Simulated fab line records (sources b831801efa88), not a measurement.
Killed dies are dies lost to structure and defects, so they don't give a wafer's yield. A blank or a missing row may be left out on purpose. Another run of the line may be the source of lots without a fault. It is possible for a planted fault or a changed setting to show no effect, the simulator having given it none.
fab line records    flow gf180mcu
record: lots: 7  wafers: 21  last_day: 34
route steps=602 shown STI@10
lots that met no fault: taken from a fault-free run of the same line
start_h: start of the lot's first displayed wafer, in hours after the record's first day    wait_h: hours from the lot's prior step to this one    " unchanged from the row above    L1.1+2: several wafers, shown together as one row    - either no value or no given start    * or withheld: withheld    < > ~ a bound
route shown NAME@n: NAME is a module with steps in the file, n the number in the route of the first one    usual: mean/standard deviation taken from wafers without a fault    same: alike in all rows    chamber/n: place in a boat    sites: readings site by site    _std_site: their standard deviation    _edge_site: outer sites' mean less inner sites'    radius_mm: how far each site lies from the wafer's centre    mask NAME#n: copy n    behind: tool/chamber where the wafer was last shaped    hold: reason for holding the lot/hours on hold/outcome of the hold    device: transistor that didn't switch, given as n, p or np    end of line: tests of these same wafers at the route's end    for a step that has no rows: nothing shown but its recipe    killed: dies lost to structure and defects at the first sort, not the wafer's yield    map: per-die view of a wafer (x killed, . not killed, _ where there is no die)
set.NAME: the setting that was run; set.NAME@STEP: the one run at that earlier step    model.NAME: the simulator's own value behind a step, which no gauge read
lots at some steps of the route; a table a step, a row a wafer
services: from which hour (start_h, from the record's first day; less than 0 if before it) a tool's chamber was out of use, for how many hours, and why
== steps ==
step: GF_STI_EXPOSE_09
recipe: mask_id: COMP  target_cd_nm: 220  na: 0.68  source_shape: conventional  sigma_outer: 0.6  dose_mj: 28
step: GF_STI_PEB_10
recipe: peb_temp_c: 135  peb_time_s: 90  resist: KrF
step: GF_STI_DEVELOP_11
recipe: develop_time_s: 60  dev_temp_c: 21
step: GF_STI_CD_MEAS_12
recipe: target_cd_nm: 220
usual: cd_nm: 220.1/1.3
lot.wafer  tool       chamber  start_h  wait_h  cd_nm
L475.2     cd_sem-02  -        45.85    0.1     221.2
L475.3     "          -        "        "       221.0
L475.4     "          -        "        "       222.3
L477.3     cd_sem-02  -        56.06    0.1     217.2
L477.4     "          -        "        "       218.0
L477.6     "          -        "        "       218.3
L485.1     cd_sem-01  -        98.08    0.1     220.1
L485.4     "          -        "        "       217.4
L485.5     "          -        "        "       219.1
L486.2     cd_sem-02  -        104.85   0.1     219.6
L486.3     "          -        "        "       220.0
L486.6     "          -        "        "       220.4
L487.2     cd_sem-02  -        107.70   0.1     221.4
L487.3     "          -        "        "       223.7
L487.4     "          -        "        "       223.1
L493.1     cd_sem-01  -        139.83   0.1     219.9
L493.4     "          -        "        "       220.1
L493.5     "          -        "        "       220.6
L494.1     cd_sem-02  -        144.58   0.1     220.2
L494.4     "          -        "        "       219.8
L494.5     "          -        "        "       220.3
step: GF_STI_ETCH_13
recipe: chemistry: CHF3/O2  stop_on: Si  over_etch_frac: 0.3  target_depth_a: 2823.1  source_w: 600  bias_w: 200  pressure_mtorr: 40  chf3_flow_sccm: 50  O2_flow_sccm: 5  time_s: 112.9
usual: drypump_motor_current_A: 5.9/0.51  oes_product_au: 0.833/0.006  throttle_valve_pct: 8.810/0.0079
lot.wafer  tool         chamber  start_h  wait_h  drypump_motor_current_A  oes_product_au  rf_hours_counter_h  throttle_valve_pct
L475.2     rie_diel-04  1        45.95    0.1     5.5                      0.835           1                   8.807
L475.3     "            3        "        "       6.5                      0.828           33                  8.803
L475.4     "            0        "        "       6.1                      0.829           18                  8.819
L477.3     rie_diel-01  0        56.14    0.1     5.5                      0.835           40                  8.804
L477.4     "            3        "        "       5.5                      0.838           113                 8.823
L477.6     "            1        "        "       6.0                      0.836           -                   8.807
L485.1     rie_diel-04  1        98.20    0.1     5.5                      0.836           2                   8.812
L485.4     "            3        "        "       6.5                      0.828           35                  8.797
L485.5     "            2        "        "       5.0                      0.828           -                   8.813
L486.2     rie_diel-03  3        104.95   0.1     5.5                      0.845           142                 8.818
L486.3     "            2        "        "       6.8                      0.841           104                 8.815
L486.6     "            3        "        "       5.5                      0.839           -                   8.809
L487.2     rie_diel-03  2        107.80   0.1     6.8                      0.833           104                 8.813
L487.3     "            3        "        "       5.5                      0.829           142                 8.803
L487.4     "            2        "        "       6.8                      0.836           -                   8.815
L493.1     rie_diel-03  2        139.95   0.1     6.8                      0.832           105                 8.816
L493.4     "            3        "        "       5.5                      0.826           143                 8.829
L493.5     "            3        "        "       5.5                      0.834           -                   8.821
L494.1     rie_diel-04  0        144.70   0.1     6.1                      0.828           20                  8.813
L494.4     "            1        "        "       5.5                      0.821           4                   8.809
L494.5     "            3        "        "       6.5                      0.834           -                   8.806
step: GF_STI_ETCH_14
recipe: target: Si  chemistry: HBr/Cl2/O2  target_depth_nm: 360  icp_w: 600  bias_w: 150  pressure_mtorr: 15  HBr_flow_sccm: 150  Cl2_flow_sccm: 40  O2_flow_sccm: 6  time_s: 102.9
usual: drypump_motor_current_A: 5.83/0.24  oes_product_au: 0.993/0.016  throttle_valve_pct: 25.661/0.015
lot.wafer  tool       chamber  start_h  wait_h  drypump_motor_current_A  oes_product_au  rf_hours_counter_h  throttle_valve_pct
L475.2     rie_si-01  2        46.03    0.0     5.97                     0.970           4                   25.678
L475.3     "          1        "        "       5.36                     1.007           1                   25.649
L475.4     "          3        "        "       5.96                     0.989           25                  25.654
L477.3     rie_si-02  2        56.22    0.0     5.60                     1.008           109                 25.628
L477.4     "          3        "        "       6.10                     1.014           -                   25.653
L477.6     "          1        "        "       5.83                     0.988           -                   25.680
L485.1     rie_si-02  3        98.28    0.0     6.11                     1.013           62                  25.657
L485.4     "          2        "        "       5.60                     1.004           -                   25.637
L485.5     "          3        "        "       6.09                     1.024           -                   25.647
L486.2     rie_si-01  3        105.03   0.0     5.98                     0.998           26                  25.652
L486.3     "          0        "        "       5.95                     0.991           -                   25.672
L486.6     "          0        "        "       5.97                     0.999           -                   25.655
L487.2     rie_si-01  3        107.88   0.0     5.94                     0.982           26                  25.658
L487.3     "          0        "        "       5.97                     0.991           2                   25.669
L487.4     "          2        "        "       5.94                     0.959           -                   25.653
L493.1     rie_si-02  0        140.03   0.0     5.45                     0.995           116                 25.673
L493.4     "          1        "        "       5.82                     0.997           21                  25.665
L493.5     "          2        "        "       5.62                     1.009           -                   25.648
L494.1     rie_si-02  0        144.78   0.0     5.43                     0.991           116                 25.654
L494.4     "          3        "        "       6.11                     1.014           62                  25.640
L494.5     "          0        "        "       5.41                     0.991           -                   25.682
step: GF_STI_STRIP_15
recipe: chemistry: O2/N2  power_w: 1400  pressure_mtorr: 1500  platen_temp_c: 250  o2_flow_sccm: 3000  n2_flow_sccm: 300  overash_fraction: 0.5
usual: drypump_motor_current_A: 5.9/0.42  heater_power_w: 335/41  o2_flow_sccm: 3001/8.3  oes_product_au: 0.385/0.0053  strip_time_to_endpoint_s: 3.74/0.06
lot.wafer  tool             chamber  start_h  wait_h  drypump_motor_current_A  heater_power_w  o2_flow_sccm  oes_product_au  rf_hours_counter_h  strip_time_to_endpoint_s
L475.2     plasma_asher-01  0        46.11    0.0     5.5                      375             3004          0.398           40                  3.90
L475.3     "                0        "        "       5.5                      379             3007          0.381           -                   3.72
L475.4     "                1        "        "       6.0                      375             2995          0.389           -                   3.76
L477.3     plasma_asher-01  1        56.33    0.1     6.0                      376             3006          0.378           -                   3.72
L477.4     "                0        "        "       5.5                      380             3009          0.389           -                   3.77
L477.6     "                1        "        "       6.0                      377             3002          0.388           -                   3.82
L485.1     plasma_asher-02  1        98.35    0.0     5.5                      311             2997          0.396           44                  3.80
L485.4     "                1        "        "       5.5                      307             3006          0.394           -                   3.74
L485.5     "                0        "        "       5.5                      278             2993          0.388           -                   3.65
L486.2     plasma_asher-03  0        105.14   0.1     6.4                      392             2994          0.393           27                  3.82
L486.3     "                0        "        "       6.4                      388             3001          0.388           -                   3.82
L486.6     "                0        "        "       6.4                      394             2999          0.388           -                   3.75
L487.2     plasma_asher-02  0        107.96   0.0     5.5                      282             3006          0.385           46                  3.80
L487.3     "                0        "        "       5.5                      285             3002          0.371           -                   3.64
L487.4     "                1        "        "       5.5                      306             3003          0.388           -                   3.76
L493.1     plasma_asher-02  1        140.10   0.0     5.5                      306             2991          0.387           50                  3.75
L493.4     "                1        "        "       5.5                      305             2995          0.376           -                   3.67
L493.5     "                1        "        "       5.5                      312             2984          0.387           -                   3.66
L494.1     plasma_asher-03  0        144.86   0.0     6.4                      385             3008          0.383           32                  3.76
L494.4     "                1        "        "       6.3                      331             3003          0.383           -                   3.79
L494.5     "                1        "        "       6.3                      339             3003          0.384           -                   3.73
step: GF_STI_CLEAN_16
recipe: chemistry: dHF  time_s: 25  dilution: 100:1
step: GF_STI_WET_ETCH_17
recipe: chemistry: H3PO4  target_depth_nm: 45  temp_c: 160  target: Si3N4  time_s: 514
step: GF_STI_CLEAN_18
recipe: chemistry: SC1/SC2  mix: 1:4:20  temp_c: 70  time_s: 150
step: GF_STI_CLEAN_19
recipe: chemistry: dHF  time_s: 20  dilution: 100:1
step: GF_STI_WET_ETCH_20
recipe: chemistry: dHF  dilution: 100:1  target_depth_nm: 20  temp_c: 25  dry: ipa_marangoni  target: SiO2  time_s: 400
step: GF_STI_OXIDATION_21
recipe: temp_c: 1000  ambient: O2  stabilise_s: 600  purge_s: 300  target_thk_a: 150  ox_time_s: 458
usual: ox_temp_c: 1000.0/0.45  ox_temp_c_max: 1005.3/2.1  ox_time_s: 458/0  stabilise_s: 600/0  tube_center_temp_C: 1000/0.088  zone_power_upper_pct: 20.4/0.55
lot.wafer  tool        chamber  start_h  wait_h  ox_temp_c  ox_temp_c_max  ox_time_s  stabilise_s  tube_center_temp_C  zone_power_upper_pct
L475.2     furnace-01  0        47.75    1.2     999.3      1003.9         458        600          999.95              20.0
L475.3     "           0        "        "       999.0      1002.7         458        600          1000.1              20.1
L475.4     "           0        "        "       999.7      1002.6         458        600          1000                19.9
L477.3     furnace-02  0        56.74    0.0     999.0      1006.8         458        600          1000.1              20.7
L477.4     "           0        "        "       999.7      1005.3         458        600          999.93              21.3
L477.6     "           0        "        "       999.7      1006.6         458        600          1000.2              21.2
L485.1     furnace-02  -        99.11    0.3     -          -              -          -            -                   -
L485.4     "           -        "        "       -          -              -          -            -                   -
L485.5     "           -        "        "       -          -              -          -            -                   -
L486.2     furnace-01  -        105.60   0.0     -          -              -          -            -                   -
L486.3     "           -        "        "       -          -              -          -            -                   -
L486.6     "           -        "        "       -          -              -          -            -                   -
L487.2     furnace-02  -        109.21   0.8     -          -              -          -            -                   -
L487.3     "           -        "        "       -          -              -          -            -                   -
L487.4     "           -        "        "       -          -              -          -            -                   -
L493.1     furnace-02  0        141.34   0.7     999.9      1005.1         458        600          1000                20.8
L493.4     "           0        "        "       1000.2     1008.4         458        600          999.93              20.7
L493.5     "           0        "        "       999.7      1007.7         458        600          1000                20.9
L494.1     furnace-02  0        145.85   0.5     999.6      1005.6         458        600          1000.1              20.8
L494.4     "           0        "        "       999.6      1006.2         458        600          999.92              20.9
L494.5     "           0        "        "       998.5      1003.9         458        600          1000                20.6
step: GF_STI_CVD_23
recipe: material: SiO2  target_thk_nm: 650  sigma_open_frac: 0.3  time_s: 108.3  temp_c: 600  sih4_flow_sccm: 60  pressure_mtorr: 6
== services ==
tool             chamber  start_h  hours  kind
rie_diel-01      1        40.14    5.2    repair
rie_si-01        0        48.99    4.5    repair
rie_diel-01      -        56.22    4.3    pm
rie_si-02        1        64.68    0.9    repair
furnace-01       -        67.23    3.5    pm
rie_diel-01      0        72.97    4.3    repair
rie_diel-03      0        82.87    4.4    repair
furnace-02       -        83.89    2.9    pm
rie_diel-03      0        87.31    -      clean
rie_diel-03      0        87.31    20.6   scheduled_down
rie_diel-03      0        87.31    20.6   vent_cycle
rie_si-01        2        89.34    15.8   repair
rie_si-02        0        91.74    10.6   repair
rie_diel-01      2        94.91    1.5    repair
furnace-01       -        98.25    3.5    pm
rie_si-01        1        103.84   29.4   repair
rie_diel-01      1        117.60   12.6   repair
rie_diel-04      -        124.16   1.1    repair
plasma_asher-01  -        144.32   3.7    repair
== key ==
first_sign: step: GF_STI_OXIDATION_21  reading: tool_record  direction: missing
effect none on later readings
met_at GF_STI_OXIDATION_21
struck_wafers L485.1,L485.4,L485.5,L486.2,L486.3,L486.6,L487.2,L487.3,L487.4
later_rows_left_out L485.1,L485.4,L485.5,L486.2,L486.3,L486.6,L487.2,L487.3,L487.4
sort_left_out L485.1,L485.4,L485.5,L486.2,L486.3,L486.6,L487.2,L487.3,L487.4
tester_left_out L485,L486,L487
onset_between 56.74 99.11
fault: kind: skipped_step_whole  tool: furnace-01,furnace-02  chamber: -  onset_h: 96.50  steps: GF_STI_OXIDATION_21  scope: struck_lots_only
tester_left_out: of these lots the tester's yield and bins aren't shown, on N5 and GAA mostly nor the transistor test; their killed dies are dies lost to structure and defects alone, not to doping, threshold or leakage, so they don't give the yield
sort_left_out: the simulated sort isn't trusted on such a fault, so these wafers' sort isn't shown, and their yield isn't known
later_rows_left_out: the simulator's readings of these wafers behind a module that went badly wrong aren't trusted and aren't shown, but for the sort
